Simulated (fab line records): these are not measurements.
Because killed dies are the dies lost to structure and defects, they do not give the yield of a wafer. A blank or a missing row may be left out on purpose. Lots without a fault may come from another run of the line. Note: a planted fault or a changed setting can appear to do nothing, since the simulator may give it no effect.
fab line records | flow gf180mcu
[record] lots = 6 wafers = 18 last-day = 34
route steps=602 shown SALICIDE@286 CONTACT@287
lots untouched by any fault: they come from a run of this same line in which no faults occurred
start-h: hours from the record's opening day to when the first of the lot's shown wafers began | wait-h: how many hours have passed since the lot's step before this one | " unchanged from the row above | L1.1+2: a row that stands for several wafers | - no value present, or no start provided | * or withheld: withheld | < > ~ a bound
route shown NAME@n: NAME is a module with steps in the file, n the number in the route of the first one | usual: average and standard deviation across the fault-free wafers | same: alike in all rows | chamber/n: place in a boat | sites: readings site by site | _std_site: how widely they spread, as a standard deviation | _edge_site: the outer-site mean with the inner-site mean subtracted | radius-mm: for every site, how far away it sits from the centre of the wafer | mask NAME#n: copy n | behind: the last tool/chamber to shape the wafer | hold: the reason the lot was held/the length of the hold in hours/how it ended | device: whichever transistor did not switch (one of n, p or np) | end of line: tests of these same wafers at the route's end | where a step has no rows: the recipe by itself | killed: dies lost to structure and defects at the first sort, not the wafer's yield | map: a wafer's dies, marking killed ones x, the rest . and places with no die _
set.NAME: the run value of the setting; set.NAME@STEP: its run value at that earlier step | model.NAME: the simulator's own value behind a step, which no gauge read
lots at selected steps of the route; one table per step, one row per wafer
services: when a tool's chamber went out of use (start-h, in hours from the record's first day, below 0 if earlier), for how many hours, and the reason
[[steps]]
[step GF_SALICIDE_RTA_08]
[recipe] temp-c = 800 time-s = 30 ambient = N2
[usual] lamp-power-pct = 19.6/1 wafer_temp_C_max = 805.5/1
// columns lot.wafer tool chamber start-h wait-h lamp-power-pct wafer_temp_C_max
L675.1 rtp-anneal-01 0 368.56 0.0 18.5 805.1
L675.3 " 0 " " 18.5 804.3
L675.4 " 0 " " 18.5 805.5
L682.2 rtp-anneal-02 0 452.28 0.0 20.6 807.1
L682.4 " 0 " " 20.6 807.1
L682.5 " 0 " " 20.6 804.9
L683.2 rtp-anneal-02 0 453.78 0.0 20.6 805.0
L683.3 " 0 " " 20.6 805.0
L683.6 " 0 " " 20.6 806.8
L684.1 rtp-anneal-02 0 462.65 0.0 20.6 806.1
L684.2 " 0 " " 20.6 805.6
L684.3 " 0 " " 20.6 805.2
L692.1 rtp-anneal-01 0 515.15 0.0 18.5 805.3
L692.2 " 0 " " 18.5 804.0
L692.3 " 0 " " 18.5 804.6
L694.1 rtp-anneal-02 0 532.75 0.0 20.6 805.8
L694.3 " 0 " " 20.6 806.5
L694.6 " 0 " " 20.6 804.9
[step GF_CONTACT_CVD_00]
[recipe] material = SiO2 target-thk-nm = 300 sigma-open-frac = 0.3 temp-c = 400 time-s = 50 sih4-flow-sccm = 60 pressure-mtorr = 6
[step GF_CONTACT_THK_MEAS_01]
[recipe] reads = SiO2_of_CONTACT_CVD_00
[usual] CONTACT_CVD_00_THK = 300/3.2
// columns lot.wafer tool chamber start-h wait-h CONTACT_CVD_00_THK[nm]
L675.1 film-metro-03 - 368.70 0.0 296
L675.3 " - " " 305
L675.4 " - " " 296
L682.2 film-metro-04 - 452.41 0.0 301
L682.4 " - " " 298
L682.5 " - " " 302
L683.2 film-metro-01 - 453.92 0.0 300
L683.3 " - " " 304
L683.6 " - " " 299
L684.1 film-metro-04 - 462.80 0.0 291
L684.2 " - " " 298
L684.3 " - " " 303
L692.1 film-metro-01 - 515.29 0.0 301
L692.2 " - " " 298
L692.3 " - " " 295
L694.1 film-metro-03 - 532.90 0.0 297
L694.3 " - " " 298
L694.6 " - " " 301
[step GF_CONTACT_CVD_02]
[recipe] material = SiO2 target-thk-nm = 860 precursor = TEOS temp-c = 400 time-s = 95.992 rf-w = 600
[usual] heater-power-outer-w = 357/65 heater-power-w = 639/100
// columns lot.wafer tool chamber start-h wait-h heater-power-outer-w heater-power-w
L675.1 pecvd-01 0 368.76 0.1 245 453
L675.3 " 2 " " 364 670
L675.4 " 1 " " 373 677
L682.2 pecvd-02 1 452.46 0.0 320 633
L682.4 " 1 " " 368 699
L682.5 " 0 " " 446 796
L683.2 pecvd-03 1 453.97 0.0 405 752
L683.3 " 2 " " 291 547
L683.6 " 1 " " 442 819
L684.1 pecvd-02 0 462.86 0.1 477 818
L684.2 " 1 " " 378 697
L684.3 " 2 " " 384 690
L692.1 pecvd-02 1 515.35 0.1 341 652
L692.2 " 0 " " 466 797
L692.3 " 2 " " 407 699
L694.1 pecvd-01 1 532.96 0.1 312 587
L694.3 " 2 " " 361 651
L694.6 " 2 " " 260 509
[step GF_CONTACT_THK_MEAS_03]
[recipe] reads = SiO2_of_CONTACT_CVD_02
[usual] CONTACT_CVD_02_THK = 862/12
// columns lot.wafer tool chamber start-h wait-h CONTACT_CVD_02_THK[nm]
L675.1 film-metro-03 - 368.83 0.0 850
L675.3 " - " " 839
L675.4 " - " " 870
L682.2 film-metro-03 - 452.54 0.0 847
L682.4 " - " " 848
L682.5 " - " " 859
L683.2 film-metro-04 - 454.05 0.0 849
L683.3 " - " " 856
L683.6 " - " " 858
L684.1 film-metro-03 - 462.93 0.0 864
L684.2 " - " " 856
L684.3 " - " " 861
L692.1 film-metro-04 - 515.42 0.0 853
L692.2 " - " " 857
L692.3 " - " " 846
L694.1 film-metro-03 - 533.03 0.0 863
L694.3 " - " " 869
L694.6 " - " " 882
[step GF_CONTACT_CMP_04]
[recipe] material = SiO2 down-force-psi = 4 platen-rpm = 60 pad-velocity-m-s = 0.94248
[usual] motor-current-A = 12.2/1.1 time-to-endpoint-s = 111/5.7
// columns lot.wafer tool chamber start-h wait-h motor-current-A time-to-endpoint-s
L675.4 cmp-02 0 368.89 0.0 12.5 115
L675.1 " 1 " " 12.9 110
L675.3 " 2 " " 12.3 102
L682.2 cmp-02 1 452.59 0.0 13.2 108
L682.4 " 2 " " 13.6 107
L682.5 " 1 " " 13.0 116
L683.2 cmp-01 2 454.15 0.1 12.6 109
L683.3 " 3 " " 10.6 106
L683.6 " 2 " " 12.1 116
L684.1 cmp-01 1 462.99 0.1 10.0 109
L684.2 " 3 " " 10.2 103
L684.3 " 0 " " 12.6 108
L692.1 cmp-02 3 515.48 0.1 13.1 111
L692.3 " 0 " " 13.5 108
L692.2 " 1 " " 13.2 111
L694.3 cmp-02 2 533.19 0.1 12.9 115
L694.1 " 3 " " 12.4 116
L694.6 " 1 " " 13.1 120
[step GF_CONTACT_BOW_MEAS_05]
[recipe] mode = bow
[usual] CONTACT_BOW = 63/6.8
// columns lot.wafer tool chamber start-h wait-h CONTACT_BOW[um]
L675.1 film-metro-03 - 369.19 0.2 66
L675.3 " - " " 64
L675.4 " - " " 62
L682.2 film-metro-04 - 452.91 0.3 72
L682.4 " - " " 64
L682.5 " - " " 55
L683.2 film-metro-01 - 454.42 0.2 68
L683.3 " - " " 69
L683.6 " - " " 78
L684.1 film-metro-01 - 463.29 0.2 51
L684.2 " - " " 50
L684.3 " - " " 65
L692.1 film-metro-01 - 515.78 0.2 73
L692.2 " - " " 75
L692.3 " - " " 72
L694.1 film-metro-03 - 533.39 0.1 68
L694.3 " - " " 63
L694.6 " - " " 65
[step GF_CONTACT_DEHYDRATE_06]
[recipe] temp-c = 200 time-s = 60
[step GF_CONTACT_HMDS_07]
[recipe] prime-time-s = 60 prime-temp-c = 120
[step GF_CONTACT_COAT_08]
[recipe] resist = BARC temp-c = withheld time-s = withheld spin-rpm = withheld resist-thk-nm = withheld
[step GF_CONTACT_COAT_09]
[recipe] resist = KrF spin-rpm = withheld resist-thk-nm = 1000
[step GF_CONTACT_SOFTBAKE_10]
[recipe] temp-c = 130 time-s = 60 resist = KrF
[step GF_CONTACT_EXPOSE_11]
[recipe] mask-id = Contact target-cd-nm = 220 na = 0.68 source-shape = conventional sigma-outer = 0.6 dose-mj = 38
[usual] exposure-dose-mJ-cm2 = 38.16/0.18 focus-offset-nm = 0.0/0.56
// columns lot.wafer tool chamber start-h wait-h mask exposure-dose-mJ-cm2 focus-offset-nm
L675.1 krf-scanner-02 0 381.22 - Contact#0 38.31 0.1
L675.3 " 0 " " Contact#0 38.37 -0.6
L675.4 " 0 " " Contact#0 38.34 -0.4
L682.2 krf-scanner-01 0 464.94 - Contact#0 38.03 -0.6
L682.4 " 0 " " Contact#0 38.04 0.1
L682.5 " 0 " " Contact#0 38.01 -0.2
L683.2 krf-scanner-01 - 465.69 - Contact#0 - -
L683.3 " - " " Contact#0 - -
L683.6 " - " " Contact#0 - -
L684.1 krf-scanner-02 - 476.21 - Contact#0 - -
L684.2 " - " " Contact#0 - -
L684.3 " - " " Contact#0 - -
L692.1 krf-scanner-01 0 528.42 - Contact#0 37.97 0.3
L692.2 " 0 " " Contact#0 38.02 0.2
L692.3 " 0 " " Contact#0 37.97 -0.1
L694.1 krf-scanner-02 0 544.13 - Contact#0 38.32 0.8
L694.3 " 0 " " Contact#0 38.23 -0.5
L694.6 " 0 " " Contact#0 38.33 0.1
[step GF_CONTACT_PEB_12]
[recipe] peb-temp-c = 135 peb-time-s = 90 resist = KrF
[[services]]
// columns tool chamber start-h hours kind
cmp-01 - 354.78 0.3 repair
pecvd-01 - 355.59 6.0 pm
cmp-01 - 366.54 0.2 repair
pecvd-01 - 368.88 14.0 pm
pecvd-02 0 374.02 4.9 repair
krf-scanner-01 - 377.43 0.8 pm
krf-scanner-01 - 385.47 1.3 pm
rtp-anneal-02 - 390.42 5.0 pm
krf-scanner-02 - 391.45 4.0 pm
krf-scanner-02 - 395.47 0.8 pm
pecvd-01 - 403.00 1.4 repair
cmp-01 - 404.00 4.0 pm
krf-scanner-01 - 406.70 4.4 pm
cmp-02 - 414.04 2.6 repair
cmp-01 - 416.68 3.3 pm
rtp-anneal-01 - 422.55 7.1 pm
krf-scanner-02 - 422.80 1.3 pm
cmp-01 - 429.11 1.6 repair
pecvd-02 - 430.76 2.8 pm
krf-scanner-01 - 437.11 2.9 repair
cmp-01 - 443.02 2.3 repair
krf-scanner-01 - 473.65 4.0 pm
krf-scanner-01 - 492.78 1.0 pm
krf-scanner-02 - 496.70 1.0 pm
[[key]]
[first-sign] step = GF_CONTACT_EXPOSE_11 reading = tool-record direction = missing
effect none on later readings
met-at GF_CONTACT_EXPOSE_11
struck-wafers L683.2,L683.3,L683.6,L684.1,L684.2,L684.3
later-rows-left-out L683.2,L683.3,L683.6,L684.1,L684.2,L684.3
sort-left-out L683.2,L683.3,L683.6,L684.1,L684.2,L684.3
tester-left-out L683,L684
onset-between 464.94 465.69
[fault] kind = skipped-step-whole tool = krf-scanner-01,krf-scanner-02 chamber = - onset-h = 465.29 steps = GF_CONTACT_EXPOSE_11 scope = struck-lots-only
// tester-left-out: of these lots the tester's yield and bins aren't shown, on N5 and GAA mostly nor the transistor test; their killed dies are dies lost to structure and defects alone, not to doping, threshold or leakage, so they don't give the yield
// sort-left-out: the simulated sort isn't trusted on such a fault, so these wafers' sort isn't shown, and their yield isn't known
// later-rows-left-out: the simulator's readings of these wafers behind a module that went badly wrong aren't trusted and aren't shown, but for the sort
